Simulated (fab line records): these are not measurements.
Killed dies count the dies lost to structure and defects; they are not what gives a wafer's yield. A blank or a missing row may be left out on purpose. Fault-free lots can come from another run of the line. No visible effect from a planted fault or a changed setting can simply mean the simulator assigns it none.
fab line records / flow sfq_line
record: lots: 15 wafers: 45 last_day: 85
route steps=325 shown M7@286
lots with no fault: from the same line, run without faults
start_h: hours from the record's opening day to when the first of the lot's shown wafers began / wait_h: hours from the lot's prior step to this one / " unchanged from the row above / L1.1+2: several wafers, shown together as one row / - no value, or no start was given / * or withheld: withheld / < > ~ a bound
route shown NAME@n: names a module that has steps shown in the file, with the first one's number in the route / usual: average and standard deviation across the fault-free wafers / same: alike in all rows / chamber/n: place in a boat / sites: the reading at each site / _std_site: standard deviation across them / _edge_site: the outer-site mean with the inner-site mean subtracted / radius_mm: how far each site lies from the wafer's centre / mask NAME#n: copy n / behind: tool/chamber where the wafer was last shaped / hold: the reason the lot was held/the length of the hold in hours/how it ended / device: names the non-switching transistor (n, p or np) / end of line: at the end of the route, the tests of the same wafers / a step given without rows: its recipe and nothing more / killed: dies lost to structure and defects at the first sort, not the wafer's yield / map: a wafer's dies, marking killed ones x, the rest . and places with no die _
set.NAME: the setting the step ran with; set.NAME@STEP: the setting that earlier step ran with / model.NAME: the simulator's own value behind a step, which no gauge read
steps of the route over a sample of lots; a table a step, a row a wafer
== steps ==
step: SFQ_TRILAYER_M7_LITHO_COAT_177
recipe: resist: KrF spin_rpm: 3000 resist_thk_nm: 600
usual: spin_speed_rpm: 2999.9/1.9
lot.wafer=L706.1 tool=litho_track-01 chamber=0 start_h=1680.09 wait_h=0.2 spin_speed_rpm=2999.5
lot.wafer=L706.2 tool=litho_track-01 chamber=0 start_h=1680.09 wait_h=0.2 spin_speed_rpm=2999.0
lot.wafer=L706.6 tool=litho_track-01 chamber=0 start_h=1680.09 wait_h=0.2 spin_speed_rpm=3001.8
lot.wafer=L707.2 tool=litho_track-01 chamber=0 start_h=1682.43 wait_h=0.2 spin_speed_rpm=2999.5
lot.wafer=L707.3 tool=litho_track-01 chamber=0 start_h=1682.43 wait_h=0.2 spin_speed_rpm=2999.6
lot.wafer=L707.4 tool=litho_track-01 chamber=0 start_h=1682.43 wait_h=0.2 spin_speed_rpm=3000.2
lot.wafer=L710.2 tool=litho_track-01 chamber=0 start_h=1730.55 wait_h=0.2 spin_speed_rpm=2999.6
lot.wafer=L710.4 tool=litho_track-01 chamber=0 start_h=1730.55 wait_h=0.2 spin_speed_rpm=2998.1
lot.wafer=L710.6 tool=litho_track-01 chamber=0 start_h=1730.55 wait_h=0.2 spin_speed_rpm=2998.4
lot.wafer=L712.2 tool=litho_track-03 chamber=0 start_h=1736.73 wait_h=0.2 spin_speed_rpm=2998.8
lot.wafer=L712.3 tool=litho_track-03 chamber=0 start_h=1736.73 wait_h=0.2 spin_speed_rpm=3002.3
lot.wafer=L712.6 tool=litho_track-03 chamber=0 start_h=1736.73 wait_h=0.2 spin_speed_rpm=3003.1
lot.wafer=L714.1 tool=litho_track-03 chamber=0 start_h=1748.63 wait_h=0.2 spin_speed_rpm=3001.0
lot.wafer=L714.3 tool=litho_track-03 chamber=0 start_h=1748.63 wait_h=0.2 spin_speed_rpm=3001.1
lot.wafer=L714.4 tool=litho_track-03 chamber=0 start_h=1748.63 wait_h=0.2 spin_speed_rpm=3001.0
lot.wafer=L715.2 tool=litho_track-01 chamber=0 start_h=1753.48 wait_h=0.2 spin_speed_rpm=3001.1
lot.wafer=L715.4 tool=litho_track-01 chamber=0 start_h=1753.48 wait_h=0.2 spin_speed_rpm=2999.7
lot.wafer=L715.6 tool=litho_track-01 chamber=0 start_h=1753.48 wait_h=0.2 spin_speed_rpm=2998.9
lot.wafer=L716.3 tool=litho_track-03 chamber=0 start_h=1763.58 wait_h=0.2 spin_speed_rpm=3002.2
lot.wafer=L716.4 tool=litho_track-03 chamber=0 start_h=1763.58 wait_h=0.2 spin_speed_rpm=3000.1
lot.wafer=L716.5 tool=litho_track-03 chamber=0 start_h=1763.58 wait_h=0.2 spin_speed_rpm=3002.9
lot.wafer=L717.3 tool=litho_track-01 chamber=0 start_h=1769.38 wait_h=0.2 spin_speed_rpm=2997.5
lot.wafer=L717.5 tool=litho_track-01 chamber=0 start_h=1769.38 wait_h=0.2 spin_speed_rpm=2998.0
lot.wafer=L717.6 tool=litho_track-01 chamber=0 start_h=1769.38 wait_h=0.2 spin_speed_rpm=2997.8
lot.wafer=L720.2 tool=litho_track-03 chamber=0 start_h=1795.28 wait_h=0.2 spin_speed_rpm=2998.9
lot.wafer=L720.5 tool=litho_track-03 chamber=0 start_h=1795.28 wait_h=0.2 spin_speed_rpm=2998.3
lot.wafer=L720.6 tool=litho_track-03 chamber=0 start_h=1795.28 wait_h=0.2 spin_speed_rpm=2999.3
lot.wafer=L721.1 tool=litho_track-03 chamber=0 start_h=1797.00 wait_h=0.2 spin_speed_rpm=2779.9
lot.wafer=L721.4 tool=litho_track-03 chamber=0 start_h=1797.00 wait_h=0.2 spin_speed_rpm=2782.0
lot.wafer=L721.6 tool=litho_track-03 chamber=0 start_h=1797.00 wait_h=0.2 spin_speed_rpm=2780.5
lot.wafer=L722.3 tool=litho_track-01 chamber=0 start_h=1801.90 wait_h=0.2 spin_speed_rpm=2996.5
lot.wafer=L722.4 tool=litho_track-01 chamber=0 start_h=1801.90 wait_h=0.2 spin_speed_rpm=3001.1
lot.wafer=L722.6 tool=litho_track-01 chamber=0 start_h=1801.90 wait_h=0.2 spin_speed_rpm=3001.3
lot.wafer=L723.2 tool=litho_track-03 chamber=0 start_h=1803.65 wait_h=0.2 spin_speed_rpm=2782.4
lot.wafer=L723.4 tool=litho_track-03 chamber=0 start_h=1803.65 wait_h=0.2 spin_speed_rpm=2782.9
lot.wafer=L723.5 tool=litho_track-03 chamber=0 start_h=1803.65 wait_h=0.2 spin_speed_rpm=2782.3
lot.wafer=L724.4 tool=litho_track-03 chamber=0 start_h=1810.35 wait_h=0.2 spin_speed_rpm=2781.4
lot.wafer=L724.5 tool=litho_track-03 chamber=0 start_h=1810.35 wait_h=0.2 spin_speed_rpm=2783.6
lot.wafer=L724.6 tool=litho_track-03 chamber=0 start_h=1810.35 wait_h=0.2 spin_speed_rpm=2780.7
lot.wafer=L727.1 tool=litho_track-02 chamber=0 start_h=1822.22 wait_h=0.2 spin_speed_rpm=3000.9
lot.wafer=L727.2 tool=litho_track-02 chamber=0 start_h=1822.22 wait_h=0.2 spin_speed_rpm=2997.9
lot.wafer=L727.3 tool=litho_track-02 chamber=0 start_h=1822.22 wait_h=0.2 spin_speed_rpm=2994.1
lot.wafer=L729.1 tool=litho_track-01 chamber=0 start_h=1856.86 wait_h=0.2 spin_speed_rpm=3000.1
lot.wafer=L729.5 tool=litho_track-01 chamber=0 start_h=1856.86 wait_h=0.2 spin_speed_rpm=3000.7
lot.wafer=L729.6 tool=litho_track-01 chamber=0 start_h=1856.86 wait_h=0.2 spin_speed_rpm=2996.7
== key ==
first_sign: step: SFQ_TRILAYER_M7_LITHO_COAT_177 reading: spin_speed_rpm direction: down sigmas: 99+ usual: 2999.9 struck: 2781.8
effect none on later readings
met_at SFQ_TRILAYER_M7_LITHO_COAT_177
struck_lots L721,L723,L724
onset_between 1795.28 1797.00
fault: kind: process_parameter_drift tool: litho_track-03 chamber: - onset_h: 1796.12 steps: SFQ_TRILAYER_M7_LITHO_COAT_177 channel: spin_rpm offset: -218.07 shape: step end_h: 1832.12 acts_in: these_recipes_only stated: 3000
